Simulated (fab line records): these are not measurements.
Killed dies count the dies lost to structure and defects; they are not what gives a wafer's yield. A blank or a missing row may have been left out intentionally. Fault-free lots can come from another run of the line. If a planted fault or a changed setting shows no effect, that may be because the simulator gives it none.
Chamber matching + flow sky130 + cmp-02 running SKY_LI_CONTACT_CMP_24: 4 sister chambers
The step polishes, stops on PSG, t overpolish 20 s, target thk 0 nm. 15 wafers are shown with their chamber, then 7 later ones without.

== WAFERS WITH THEIR CHAMBER ==
| wafer  | chamber | motor-current-A (A) | time-to-endpoint-s (s) | head-pressure-psi (psi) |
|--------|---------|---------------------|------------------------|-------------------------|
| L993.1 | 2       | 11.2                | 93                     | 3.500                   |
| L993.4 | 1       | 9.7                 | 98                     | 3.497                   |
| L993.6 | 0       | 10.3                | 96                     | 3.495                   |
| L994.1 | 0       | 11.0                | 93                     | 3.502                   |
| L994.4 | 2       | 11.0                | 92                     | 3.499                   |
| L994.5 | 0       | 10.6                | 93                     | 3.499                   |
| L995.1 | 3       | 10.5                | 89                     | 3.492                   |
| L995.2 | 2       | 11.1                | 90                     | 3.504                   |
| L995.5 | 1       | 10.0                | 93                     | 3.504                   |
| L997.1 | 2       | 10.5                | 90                     | 3.512                   |
| L997.2 | 3       | 11.1                | 91                     | 3.504                   |
| L997.5 | 1       | 9.8                 | 90                     | 3.490                   |
| L998.2 | 3       | 10.9                | 91                     | 3.509                   |
| L998.3 | 0       | 11.6                | 92                     | 3.498                   |
| L998.5 | 2       | 10.4                | 89                     | 3.501                   |

SIGNATURES (means of the wafers above)
| reading            | chamber 0 | chamber 1 | chamber 2 | chamber 3 | scatter within a chamber |
|--------------------|-----------|-----------|-----------|-----------|--------------------------|
| motor-current-A    | 10.875    | 9.833     | 10.840    | 10.833    | 0.395                    |
| time-to-endpoint-s | 93.50     | 93.67     | 90.80     | 90.33     | 2.24                     |
| head-pressure-psi  | 3.49850   | 3.49700   | 3.50320   | 3.50167   | 0.00593                  |
Rule: distance of a wafer from a chamber = root of the sum over the readings of ((wafer's reading minus chamber's mean) / reading's scatter) squared. The wafer belongs to the nearest chamber; if the next one is less than 2 further off, it can't be placed. How the scatter is found: for the shown wafers, subtract from each reading the mean of its chamber, square and add these, divide the total by (wafers less chambers), then take the root.

== WAFERS WHOSE CHAMBER IS MISSING ==
| wafer  | motor-current-A (A) | time-to-endpoint-s (s) | head-pressure-psi (psi) |
|--------|---------------------|------------------------|-------------------------|
| L107.2 | 10.1                | 96                     | 3.497                   |
| L113.1 | 10.2                | 96                     | 3.512                   |
| L113.2 | 10.8                | 99                     | 3.488                   |
| L113.5 | 11.1                | 101                    | 3.489                   |
| L115.1 | 11.3                | 102                    | 3.510                   |
| L115.3 | 9.8                 | 107                    | 3.484                   |
| L115.4 | 11.0                | 100                    | 3.512                   |

== EACH ONE'S CHAMBER ==
| wafer  | from the rows above               | in truth |
|--------|-----------------------------------|----------|
| L107.2 | can't be placed: 1 or 0 or 2 or 3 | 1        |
| L113.1 | can't be placed: 1 or 0 or 2 or 3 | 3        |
| L113.2 | can't be placed: 0 or 1 or 2 or 3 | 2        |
| L113.5 | can't be placed: 0 or 1 or 2 or 3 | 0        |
| L115.1 | can't be placed: 0 or 2 or 3 or 1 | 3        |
| L115.3 | can't be placed: 1 or 0           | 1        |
| L115.4 | can't be placed: 0 or 2 or 3 or 1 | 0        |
Placed correctly: 0 of 7. Not placeable from these rows: 7 (in 7, the candidates include the true chamber). Number placed wrongly: 0.
